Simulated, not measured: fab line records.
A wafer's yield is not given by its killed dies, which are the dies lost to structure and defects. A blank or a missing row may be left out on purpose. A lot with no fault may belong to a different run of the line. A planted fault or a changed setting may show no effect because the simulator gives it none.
fab line records	flow sky130
record lots=6	wafers=18	last-day=50
route steps=708 shown NWELL@65 PAD_OPEN@708
lots with no fault: from the same line, run without faults
start-h: start of the lot's first displayed wafer, in hours after the record's first day	wait-h: hours elapsed since this lot's preceding step	" same as the row above	L1.1+2: a single row standing in for several wafers	- value missing, or start not given	* or withheld: withheld	< > ~ a bound
route shown NAME@n: NAME is a module with steps in the file, n the number in the route of the first one	usual: mean and standard deviation over wafers with no fault	same: alike in all rows	chamber/n: place in a boat	sites: readings site by site	_std_site: standard deviation of those values	_edge_site: the outer-site mean with the inner-site mean subtracted	radius-mm: how far each site lies from the wafer's centre	mask NAME#n: copy n	behind: the tool/chamber that last shaped the wafer	hold: reason for holding the lot/hours on hold/outcome of the hold	device: transistor that didn't switch, given as n, p or np	end of line: the same wafers' tests at the end of the route	a step without rows: its recipe alone	killed: not the wafer's yield, but the dies lost to structure and defects at the first sort	map: dies across one wafer; x = killed, . = not, _ = none there
set.NAME: setting as actually run; set.NAME@STEP: the setting as run at that earlier step	model.NAME: the simulator's own value behind a step, which no gauge read
lots at selected steps of the route; one table per step, one row per wafer
services: from which hour (start-h, from the record's first day; less than 0 if before it) a tool's chamber was out of use, for how many hours, and why
## steps
# step SKY_NWELL_IMPLANT_12
# recipe species=P	energy-kev=120	dose-cm2=1.3e+12	tilt-deg=withheld
# step SKY_NWELL_IMPLANT_13
# recipe species=P	energy-kev=50	dose-cm2=7e+11	tilt-deg=withheld
# step SKY_NWELL_STRIP_14
# recipe chemistry=O2/N2	power-w=1400	pressure-mtorr=1500	platen-temp-c=withheld	o2-flow-sccm=3000	n2-flow-sccm=300	overash-fraction=0.5
# usual drypump-motor-current-A=5.7/0.38	oes-product-au=0.722/0.0048	strip-time-to-endpoint-s=36.91/0.11
lot.wafer	tool	chamber	start-h	wait-h	drypump-motor-current-A	oes-product-au	rf-hours-counter-h	strip-time-to-endpoint-s
L965.1	plasma-asher-02	1	92.99	0.1	5.9	0.719	42	37.03
L965.5	"	0	"	"	5.6	0.722	-	36.94
L965.6	"	1	"	"	5.8	0.724	-	37.00
L967.1	plasma-asher-01	0	107.82	0.1	6.4	0.727	39	36.79
L967.4	"	0	"	"	6.4	0.721	-	36.76
L967.6	"	0	"	"	6.3	0.724	-	36.91
L979.1	plasma-asher-03	1	176.54	0.1	6.0	0.722	37	36.84
L979.3	"	1	"	"	6.0	0.719	-	36.88
L979.4	"	0	"	"	5.0	0.722	-	36.90
L980.2	plasma-asher-03	0	181.27	0.1	5.0	0.726	38	36.92
L980.3	"	0	"	"	5.0	0.709	-	36.77
L980.6	"	0	"	"	5.0	0.724	-	36.84
L982.3	plasma-asher-02	1	192.60	0.1	5.8	0.719	-	36.83
L982.5	"	0	"	"	5.6	0.724	-	36.81
L982.6	"	1	"	"	5.8	0.716	-	36.90
L986.2	plasma-asher-03	1	214.77	0.1	6.0	0.724	42	36.99
L986.3	"	1	"	"	6.1	0.719	-	37.02
L986.4	"	0	"	"	5.1	0.721	-	37.08
# step SKY_NWELL_TW_MEAS_15
# usual NWELL_TW=1808/31
lot.wafer	tool	chamber	start-h	wait-h	NWELL_TW
L965.1	film-metro-02	-	93.09	0.1	1779
L965.5	"	-	"	"	1780
L965.6	"	-	"	"	1772
L967.1	film-metro-04	-	107.92	0.1	1854
L967.4	"	-	"	"	1849
L967.6	"	-	"	"	1849
L979.1	film-metro-01	-	176.64	0.1	1790
L979.3	"	-	"	"	1788
L979.4	"	-	"	"	1786
L980.2	film-metro-04	-	181.38	0.1	1839
L980.3	"	-	"	"	1837
L980.6	"	-	"	"	1841
L982.3	film-metro-04	-	192.69	0.1	1851
L982.5	"	-	"	"	1851
L982.6	"	-	"	"	1842
L986.2	film-metro-04	-	214.88	0.1	1854
L986.3	"	-	"	"	1850
L986.4	"	-	"	"	1858
# step SKY_NWELL_DEHYDRATE_16
# recipe temp-c=200	time-s=60
# step SKY_NWELL_HMDS_17
# recipe prime-time-s=60	prime-temp-c=120
# step SKY_NWELL_COAT_18
# recipe spin-rpm=2000	resist-thk-nm=3000
# step SKY_NWELL_SOFTBAKE_19
# recipe temp-c=110	time-s=withheld
# step SKY_NWELL_EXPOSE_20
# recipe mask-id=NWM_COMPLEMENT	na=0.6	source-shape=conventional	sigma-outer=0.6	polarization=unpolarized	target-cd-nm=840	dose-mj=260
# step SKY_NWELL_PEB_21
# recipe temp-c=115	time-s=withheld
# step SKY_NWELL_DEVELOP_22
# recipe wall-angle-deg=90	developer=TMAH	develop-time-s=60	dev-temp-c=23
# step SKY_NWELL_OVL_MEAS_23
# usual NWELL_01_OVL=0.2/1.3
lot.wafer	tool	chamber	start-h	wait-h	NWELL_01_OVL[nm]
L965.1	overlay-01	-	111.28	-	-1.1
L965.5	"	-	"	"	-0.7
L965.6	"	-	"	"	-1.4
L967.1	overlay-02	-	126.85	-	-0.1
L967.4	"	-	"	"	1.3
L967.6	"	-	"	"	1.5
L979.1	overlay-01	-	196.88	-	-0.7
L979.3	"	-	"	"	1.6
L979.4	"	-	"	"	0.7
L980.2	overlay-01	-	202.16	-	0.3
L980.3	"	-	"	"	-0.2
L980.6	"	-	"	"	-1.3
L982.3	overlay-02	-	212.84	-	1.8
L982.5	"	-	"	"	2.6
L982.6	"	-	"	"	0.4
L986.2	overlay-01	-	236.14	-	0.9
L986.3	"	-	"	"	0.6
L986.4	"	-	"	"	-0.4
# step SKY_NWELL_IMPLANT_24
# recipe species=B	energy-kev=137.3	dose-cm2=9.2e+12	tilt-deg=withheld
# usual beam-on-s=10.01/0.19	dose-ions-cm2=9.201e+12/1e+10	faraday-current-uA=51.8/0.99
lot.wafer	tool	chamber	start-h	wait-h	beam-on-s	dose-ions-cm2	faraday-current-uA
L965.1	implanter-04	0	111.32	0.0	9.98	9.215e+12	52.1
L965.5	"	0	"	"	10.07	9.214e+12	51.6
L965.6	"	0	"	"	10.11	9.193e+12	51.4
L967.1	implanter-01	0	126.89	0.0	10.08	9.2e+12	51.7
L967.4	"	0	"	"	9.88	9.19e+12	52.6
L967.6	"	0	"	"	10.00	9.2e+12	51.6
L979.1	implanter-01	0	196.92	0.0	9.83	1.4443e+13	82.9
L979.3	"	0	"	"	10.15	1.4442e+13	80.3
L979.4	"	0	"	"	10.36	1.445e+13	77.9
L980.2	implanter-01	0	202.21	0.0	9.92	1.4443e+13	81.7
L980.3	"	0	"	"	10.24	1.4442e+13	79.4
L980.6	"	0	"	"	10.02	1.4441e+13	81.0
L982.3	implanter-04	0	212.92	0.1	10.13	9.203e+12	51.2
L982.5	"	0	"	"	10.10	9.196e+12	51.3
L982.6	"	0	"	"	10.04	9.207e+12	52.0
L986.2	implanter-02	0	236.19	0.0	9.74	9.181e+12	53.4
L986.3	"	0	"	"	10.36	9.201e+12	50.1
L986.4	"	0	"	"	9.94	9.181e+12	52.3
# step SKY_NWELL_STRIP_25
# recipe chemistry=O2/N2	power-w=1400	pressure-mtorr=1500	platen-temp-c=withheld	o2-flow-sccm=3000	n2-flow-sccm=300	overash-fraction=0.5
# usual drypump-motor-current-A=5.7/0.44	oes-product-au=0.722/0.0046	strip-time-to-endpoint-s=36.85/0.13
lot.wafer	tool	chamber	start-h	wait-h	drypump-motor-current-A	oes-product-au	rf-hours-counter-h	strip-time-to-endpoint-s
L965.1	plasma-asher-03	1	111.47	0.1	6.0	0.723	30	36.77
L965.5	"	0	"	"	5.0	0.718	-	36.91
L965.6	"	1	"	"	6.0	0.724	-	36.88
L967.1	plasma-asher-03	1	127.04	0.1	6.0	0.718	32	36.97
L967.4	"	0	"	"	5.1	0.724	-	36.95
L967.6	"	1	"	"	6.0	0.719	-	37.01
L979.1	plasma-asher-02	0	197.07	0.1	5.6	0.725	52	36.77
L979.3	"	1	"	"	5.7	0.720	-	36.68
L979.4	"	0	"	"	5.6	0.729	-	36.78
L980.2	plasma-asher-01	0	202.34	0.1	6.4	0.723	49	36.68
L980.3	"	0	"	"	6.4	0.720	-	36.74
L980.6	"	0	"	"	6.4	0.719	-	36.75
L982.3	plasma-asher-01	0	213.05	0.1	6.4	0.724	-	36.64
L982.5	"	1	"	"	5.4	0.722	-	36.73
L982.6	"	0	"	"	6.4	0.723	-	36.72
L986.2	plasma-asher-01	1	236.32	0.1	5.4	0.725	52	36.86
L986.3	"	0	"	"	6.3	0.723	-	36.99
L986.4	"	1	"	"	5.4	0.719	-	36.86
# step SKY_NWELL_TW_MEAS_26
# usual NWELL_2_TW=494/9.5
lot.wafer	tool	chamber	start-h	wait-h	NWELL_2_TW
L965.1	film-metro-02	-	111.57	0.1	485
L965.5	"	-	"	"	489
L965.6	"	-	"	"	483
L967.1	film-metro-02	-	127.14	0.1	485
L967.4	"	-	"	"	484
L967.6	"	-	"	"	482
L979.1	film-metro-02	-	197.17	0.1	554
L979.3	"	-	"	"	552
L979.4	"	-	"	"	551
L980.2	film-metro-04	-	202.45	0.1	582
L980.3	"	-	"	"	580
L980.6	"	-	"	"	580
L982.3	film-metro-01	-	213.14	0.1	491
L982.5	"	-	"	"	489
L982.6	"	-	"	"	491
L986.2	film-metro-01	-	236.43	0.1	488
L986.3	"	-	"	"	489
L986.4	"	-	"	"	489
# step SKY_NWELL_CLEAN_27
# recipe chemistry=SC1/SC2	mix=1:4:20	temp-c=70	time-s=150	dry=n2-spin
# step SKY_PAD_OPEN_PROBE_99
# usual killed_at_M0_to_M3=43/7.5	killed_at_M4_up=3.2/1.9	killed-at-contacts=24/4.9	killed-at-front-end=15/4.3	killed-at-other=0.4/0.72	killed-dies=86/9.1	killed-on-rim=17/3.8	killed-open=47/6.5	killed-short=39/6.5
# same gross-dies=492	killed-at-back-side=0
lot.wafer	tool	chamber	start-h	wait-h	killed_at_M0_to_M3	killed_at_M4_up	killed-at-contacts	killed-at-front-end	killed-at-other	killed-dies	killed-on-rim	killed-open	killed-short	model.etest.pfet_16v.r-on-ohm-um	model.etest.res-iso-pwell.rs-ohm-sq	model.etest.res-pwell-under-gate.rs-ohm-sq	model.etest.nfet_16v.r-on-ohm-um	model.etest.res-iso-pwell.line-ohm-um	model.etest.tip_n_5v.rs-ohm-sq	model.etest.pfet_16v.drive-ua-um	model.etest.res-nwell.width-nm
L965.1	prober-01	-	1092.21	0.1	53	6	18	16	1	94	22	44	50	1.673e+04	4168	2294	1.436e+04	1579	1400	226.8	849.8
L965.5	prober-01	-	1092.41	0.2	51	6	18	12	0	87	20	47	40	1.667e+04	4088	2310	1.433e+04	1568	1382	228.4	850
L965.6	prober-01	-	1092.46	0.2	59	8	17	6	0	90	23	55	35	1.603e+04	3737	2303	1.415e+04	1428	1385	235.1	841.7
L967.1	prober-01	-	1113.11	0.1	47	6	18	20	1	92	15	49	41	1.658e+04	3856	2315	1.44e+04	1450	1401	229	842.9
L967.4	prober-01	-	1113.26	0.2	48	2	25	17	3	95	21	48	47	1.639e+04	3724	2301	1.433e+04	1406	1399	230.4	834.2
L967.6	prober-01	-	1113.36	0.2	55	4	22	15	0	96	11	45	51	1.587e+04	3541	2311	1.43e+04	1315	1395	236.3	837.1
L979.1	prober-02	-	1174.67	0.1	50	3	29	12	0	94	18	50	44	1.32e+04	2808	1692	1.516e+04	1036	1467	279.5	818.3
L979.3	prober-02	-	1174.77	0.2	37	4	21	9	1	72	16	39	32	1.222e+04	2182	1692	1.499e+04	814.8	1476	282.5	802.4
L979.4	prober-02	-	1174.82	0.2	49	7	21	12	0	89	23	54	33	1.244e+04	2380	1702	1.489e+04	884.9	1456	285.2	810
L980.2	prober-02	-	1176.35	0.1	55	5	16	11	0	87	14	51	36	1.236e+04	2542	1694	1.516e+04	958.6	1500	291.5	819.7
L980.3	prober-02	-	1176.40	0.2	33	5	27	20	0	85	18	49	36	1.231e+04	2504	1699	1.527e+04	948.1	1507	290.5	816.9
L980.6	prober-02	-	1176.55	0.2	42	4	25	15	1	87	18	57	30	1.319e+04	3108	1702	1.508e+04	1173	1504	287.8	831.3
L982.3	prober-02	-	1188.42	0.2	50	3	20	12	1	86	16	54	32	1.512e+04	3159	2325	1.449e+04	1202	1389	245.2	833.6
L982.5	prober-02	-	1188.52	0.2	40	2	28	15	0	85	22	42	43	1.625e+04	3783	2296	1.441e+04	1421	1391	233.6	844
L982.6	prober-02	-	1188.57	0.2	43	3	21	18	0	85	14	44	41	1.51e+04	3120	2326	1.44e+04	1177	1387	245.7	832
L986.2	prober-02	-	1206.44	0.1	38	1	28	13	0	80	10	42	37	1.621e+04	3731	2287	1.414e+04	1409	1403	233.7	835.3
L986.3	prober-02	-	1206.49	0.2	29	2	36	10	1	78	10	42	35	1.576e+04	3398	2284	1.429e+04	1297	1412	238.5	839
L986.4	prober-02	-	1206.54	0.2	34	4	25	15	1	79	24	49	29	1.681e+04	3979	2286	1.435e+04	1502	1404	226.5	839.1
# killed by level:class
L965.1 VIA1:geometric-particle:open=10 METAL1:geometric-particle:short=9 CONTACT:geometric-particle:open=6 METAL2:geometric-particle:short=6 VIA2:geometric-particle:short=6 LI_CONTACT:geometric-particle:open=5 VIA2:geometric-particle:open=5 CONTACT:geometric-particle:short=4
L965.5 METAL1:geometric-particle:short=10 VIA2:geometric-particle:open=10 VIA1:geometric-particle:open=8 LI_CONTACT:geometric-particle:open=6 CONTACT:geometric-particle:open=6 VIA3:geometric-particle:open=6 METAL4:geometric-particle:short=5 FIELD_ISO:geometric-particle:open=4
L965.6 VIA1:geometric-particle:open=19 METAL1:geometric-particle:short=11 VIA3:geometric-particle:open=8 VIA2:geometric-particle:open=7 LI_CONTACT:geometric-particle:open=6 CONTACT:geometric-particle:open=6 METAL4:geometric-particle:short=5 LI_CONTACT:geometric-particle:short=4
L967.1 CONTACT:geometric-particle:open=10 VIA1:geometric-particle:open=8 VIA3:geometric-particle:open=7 FIELD_ISO:geometric-particle:open=6 VIA2:geometric-particle:open=6 VIA3:geometric-particle:short=5 METAL3:geometric-particle:short=5 FIELD_ISO:geometric-particle:short=4
L967.4 VIA1:geometric-particle:open=10 VIA2:geometric-particle:open=9 CONTACT:geometric-particle:open=8 METAL1:geometric-particle:short=8 FIELD_ISO:geometric-particle:short=6 LI_CONTACT:geometric-particle:open=6 FIELD_ISO:geometric-particle:open=5 VIA3:geometric-particle:open=5
L967.6 CONTACT:geometric-particle:open=11 VIA1:geometric-particle:open=9 FIELD_ISO:geometric-particle:short=8 VIA2:geometric-particle:open=8 VIA3:geometric-particle:open=8 METAL1:geometric-particle:short=7 METAL2:geometric-particle:short=6 VIA1:geometric-particle:short=6
L979.1 VIA1:geometric-particle:open=12 VIA2:geometric-particle:open=7 LI_CONTACT:geometric-particle:open=7 CONTACT:geometric-particle:open=7 CONTACT:geometric-particle:short=7 METAL1:geometric-particle:short=6 METAL2:geometric-particle:short=5 VIA3:geometric-particle:open=5
L979.3 VIA2:geometric-particle:open=9 CONTACT:geometric-particle:open=8 CONTACT:geometric-particle:short=6 METAL1:geometric-particle:short=5 FIELD_ISO:geometric-particle:open=4 METAL2:geometric-particle:short=4 VIA1:geometric-particle:open=4 VIA3:geometric-particle:open=4
L979.4 VIA1:geometric-particle:open=13 LI_CONTACT:geometric-particle:open=11 VIA2:geometric-particle:open=7 CONTACT:geometric-particle:open=5 METAL4:geometric-particle:short=5 METAL2:geometric-particle:short=5 VIA3:geometric-particle:open=5 FIELD_ISO:geometric-particle:open=4
L980.2 VIA1:geometric-particle:open=14 METAL2:geometric-particle:short=9 VIA2:geometric-particle:open=7 CONTACT:geometric-particle:open=6 LI_CONTACT:geometric-particle:open=6 VIA1:geometric-particle:short=6 POLY_GATE:geometric-particle:short=4 VIA3:geometric-particle:open=4
L980.3 VIA1:geometric-particle:open=10 CONTACT:geometric-particle:open=10 LI_CONTACT:geometric-particle:open=7 FIELD_ISO:geometric-particle:open=6 FIELD_ISO:geometric-particle:short=6 METAL4:geometric-particle:short=5 POLY_GATE:geometric-particle:short=4 METAL3:geometric-particle:short=4
L980.6 VIA1:geometric-particle:open=12 LI_CONTACT:geometric-particle:open=9 VIA2:geometric-particle:open=9 CONTACT:geometric-particle:open=8 VIA3:geometric-particle:open=7 POLY_GATE:geometric-particle:open=5 METAL1:geometric-particle:short=4 LI_CONTACT:geometric-particle:short=4
L982.3 VIA1:geometric-particle:open=12 CONTACT:geometric-particle:open=9 VIA3:geometric-particle:open=7 VIA2:geometric-particle:open=7 POLY_GATE:geometric-particle:open=4 VIA1:geometric-particle:short=4 METAL2:geometric-particle:short=4 FIELD_ISO:geometric-particle:open=3
L982.5 LI_CONTACT:geometric-particle:open=8 LI_CONTACT:geometric-particle:short=7 METAL1:geometric-particle:short=7 CONTACT:geometric-particle:open=7 VIA1:geometric-particle:open=6 VIA2:geometric-particle:open=6 FIELD_ISO:geometric-particle:short=5 VIA3:geometric-particle:open=5
L982.6 VIA1:geometric-particle:open=10 CONTACT:geometric-particle:open=9 FIELD_ISO:geometric-particle:short=8 LI_CONTACT:geometric-particle:open=7 METAL2:geometric-particle:short=6 LOCAL_INTERCONNECT:geometric-particle:short=5 VIA2:geometric-particle:open=5 POLY_GATE:geometric-particle:short=4
L986.2 LI_CONTACT:geometric-particle:open=12 VIA1:geometric-particle:open=9 CONTACT:geometric-particle:open=5 VIA1:geometric-particle:short=5 VIA2:geometric-particle:short=5 FIELD_ISO:geometric-particle:short=4 METAL1:geometric-particle:open=4 VIA3:geometric-particle:open=4
L986.3 LI_CONTACT:geometric-particle:open=10 CONTACT:geometric-particle:open=7 CONTACT:geometric-particle:short=6 LOCAL_INTERCONNECT:geometric-particle:short=6 VIA2:geometric-particle:open=6 VIA3:geometric-particle:open=6 LI_CONTACT:geometric-particle:short=4 VIA1:geometric-particle:short=4
L986.4 VIA1:geometric-particle:open=11 LI_CONTACT:geometric-particle:open=8 CONTACT:geometric-particle:open=7 VIA2:geometric-particle:open=6 FIELD_ISO:geometric-particle:open=5 CONTACT:geometric-particle:short=5 FIELD_ISO:geometric-particle:short=4 VIA1:geometric-particle:short=4
## services
tool	chamber	start-h	hours	kind
plasma-asher-03	-	90.71	2.8	pm
implanter-01	-	97.49	1.3	repair
plasma-asher-03	-	115.91	0.9	repair
implanter-01	-	127.23	0.7	repair
implanter-04	-	127.55	3.6	pm
implanter-04	-	193.37	4.9	repair
plasma-asher-01	-	206.61	5.0	repair
implanter-04	-	213.44	3.6	repair
implanter-01	-	228.67	4.7	pm
## key
first-sign step=SKY_NWELL_IMPLANT_24	reading=dose-ions-cm2	direction=up	sigmas=99+	usual=*	struck=*
effect step=SKY_NWELL_IMPLANT_24	reading=faraday-current-uA	direction=up	sigmas=29	usual=51.8	struck=80.5
effect step=SKY_NWELL_TW_MEAS_26	reading=NWELL_2_TW	direction=up	sigmas=7.6	usual=494	struck=566
model-effect step=SKY_PAD_OPEN_PROBE_99	value=etest.pfet_16v.r-on-ohm-um	without=1.546e+04	struck=1.262e+04
met-at SKY_NWELL_IMPLANT_24
struck-wafers L979.1,L979.3,L979.4,L980.2,L980.3,L980.6
tester-left-out L979,L980
onset-between 126.89 196.92
fault kind=process-parameter-drift	tool=implanter-01	chamber=-	onset-h=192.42	steps=SKY_NWELL_IMPLANT_24	channel=dose-cm2	offset=*	shape=step	end-h=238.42	acts-in=*	stated=*
# tester-left-out: of these lots the tester's yield and bins aren't shown, on N5 and GAA mostly nor the transistor test; their killed dies are dies lost to structure and defects alone, not to doping, threshold or leakage, so they don't give the yield
